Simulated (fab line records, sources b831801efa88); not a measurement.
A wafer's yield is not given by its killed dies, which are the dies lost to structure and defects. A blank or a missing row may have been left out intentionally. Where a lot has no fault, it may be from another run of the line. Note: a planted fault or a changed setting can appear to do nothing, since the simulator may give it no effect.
Chamber matching ; flow gf180mcu ; GF_PASSIVATION_CVD_00 on pecvd-01: 3 sister chambers
The step deposits SiO2 from TEOS, target thk 1000 nm, time 111.95 s. 14 wafers are shown with their chamber, then 7 later ones without.

WAFERS WITH THEIR CHAMBER
wafer;chamber;heaterPowerW (W)
L622.2;0;517
L622.3;1;719
L622.6;2;629
L624.1;2;602
L624.5;2;635
L624.6;1;767
L625.3;2;549
L625.4;2;595
L625.6;0;519
L633.1;1;737
L633.3;0;643
L633.6;2;630
L636.3;1;830
L636.4;2;660

SIGNATURES, as means of the wafers listed above
reading;chamber 0;chamber 1;chamber 2;scatter within a chamber
heaterPowerW;559.67;763.25;614.29;48
Rule: a wafer lies at a distance from a chamber equal to the root of the sum of squares, over the readings, of (its reading less the chamber's mean, divided by the reading's scatter). If the next closest chamber is less than 2 further off than the closest, the wafer can't be placed; otherwise it belongs to the closest. How the scatter is found: for the shown wafers, subtract from each reading the mean of its chamber, square and add these, divide the total by (wafers less chambers), then take the root.

WAFERS MISSING THEIR CHAMBER
wafer;heaterPowerW (W)
L636.6;686
L638.3;620
L638.5;677
L638.6;511
L640.3;793
L640.4;810
L640.6;506

CHAMBER TAKEN BY EACH
wafer;from the rows above;in truth
L636.6;can't be placed: 2 or 1 or 0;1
L638.3;can't be placed: 2 or 0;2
L638.5;can't be placed: 2 or 1 or 0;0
L638.6;can't be placed: 0 or 2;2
L640.3;1;1
L640.4;1;1
L640.6;can't be placed: 0 or 2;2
Correct placement for 2 of the 7. Not placeable from these rows: 5 (in 5, the candidates include the true chamber). Placed wrongly: 0.
